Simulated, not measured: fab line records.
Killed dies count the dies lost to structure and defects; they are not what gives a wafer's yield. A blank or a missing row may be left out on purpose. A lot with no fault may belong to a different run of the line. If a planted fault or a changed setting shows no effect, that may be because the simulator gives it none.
Matching of chambers | flow gf180mcu | 4 sister chambers for GF_STI_CMP_25 on cmp-01
The step polishes, stops on Si3N4, t overpolish 33 s, target thk 524.6 nm. 4 wafers are shown with their chamber, then 8 later ones without.

EACH WAFER AND ITS CHAMBER
wafer  | chamber | motor current A (A)
L670.1 | 1       | 14.6
L677.1 | 3       | 13.0
L678.5 | 0       | 12.5
L679.2 | 2       | 13.8

WAFERS WITHOUT THEIR CHAMBER
wafer  | motor current A (A)
L679.4 | 13.4
L679.6 | 13.2
L680.2 | 13.8
L680.4 | 11.6
L680.6 | 14.8
L686.1 | 12.3
L686.2 | 13.2
L686.3 | 13.8

CHAMBER TAKEN BY EACH
wafer  | from the rows above          | in truth
L679.4 | can't be placed: 2 or 3 or 0 | 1
L679.6 | can't be placed: 3 or 2 or 0 | 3
L680.2 | 2                            | 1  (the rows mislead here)
L680.4 | can't be placed: 0 or 3      | 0
L680.6 | 1                            | 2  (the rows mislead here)
L686.1 | can't be placed: 0 or 3      | 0
L686.2 | can't be placed: 3 or 2 or 0 | 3
L686.3 | 2                            | 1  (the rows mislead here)
0 of 8 placed correctly. Not placeable from these rows: 5 (in 4, the candidates include the true chamber). Number placed wrongly: 3.
How it was worked out, from the rows above alone: a wafer's distance from a chamber is the root of the sum, over the readings, of the square of ((its reading less the chamber's mean) divided by the reading's scatter). If the next closest chamber is less than 2 further off than the closest, the wafer can't be placed; otherwise it belongs to the closest. A chamber's mean is the mean of its shown wafers. The scatter: with one shown wafer a chamber, the root of the mean of the squares of how far each hidden wafer lies from its nearest shown one.
